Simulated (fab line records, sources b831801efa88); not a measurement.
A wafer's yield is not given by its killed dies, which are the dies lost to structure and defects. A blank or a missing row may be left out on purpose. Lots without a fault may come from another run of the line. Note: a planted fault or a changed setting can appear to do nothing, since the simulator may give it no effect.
One fault seen from 2 desks -- flow sky130 -- what lay behind the numbers comes last; until then each desk has only its own

== FROM THE METROLOGY DESK ==
What the gauges read for every lot (on any tool): the sampled wafers with a number, averaged. Marked OUT: a lot whose mean sits more than 4 standard deviations from the usual mean, which makes it out of limits; the brackets give that distance.
Columns: A = POLY_GATE_TW at SKY_RES_PROTECT_TW_MEAS_08, usual 4064; B = POLY_GATE_CVD_03_THK at SKY_POLY_GATE_THK_MEAS_04, usual 75.3 nm; C = cd_nm at SKY_POLY_GATE_CD_MEAS_13, usual 149.7 nm; D = POLY_GATE_OVL at SKY_POLY_GATE_OVL_MEAS_14, usual 0 nm
lot,first seen here,A,B,C,D
L155,day 17 16:15,4046,75.5,151.1,-2
L159,day 18 23:42,4070,75.2,149.9,3
L161,day 19 15:42,4049,75.1,150.3,-5
L162,day 19 20:33,4054,76.0,149.9,-2
L171,day 23 06:08,4069,75.7,148.9,2
L172,day 23 16:59,4084,76.1,150.2,-3
This desk's verdict: no lot among the 6 shows anything out of limits.

== FOR THE TOOL OWNER'S DESK: litho_track-04 ==
The tool's own readings at SKY_POLY_GATE_COAT_07 (resist thk 110 nm): means of the sampled wafers that have a number, for each lot that ran on this tool. Marked OUT: a lot whose mean sits more than 4 standard deviations from the usual mean, which makes it out of limits; the brackets give that distance.
Columns: A = dispense_pressure_kPa at SKY_POLY_GATE_COAT_07, usual 53 kPa
lot,first seen here,A
L159,day 19 18:31,58
L161,day 20 09:37,58
L162,day 20 14:14,58
L171,day 23 22:22,58
This desk's verdict: no lot among the 4 shows anything out of limits.

== PUT TOGETHER ==
At the metrology desk, nothing out of limits was observed.
The desk of the tool owner found nothing out of limits.

== WHAT THE SIMULATOR HAD INSERTED ==
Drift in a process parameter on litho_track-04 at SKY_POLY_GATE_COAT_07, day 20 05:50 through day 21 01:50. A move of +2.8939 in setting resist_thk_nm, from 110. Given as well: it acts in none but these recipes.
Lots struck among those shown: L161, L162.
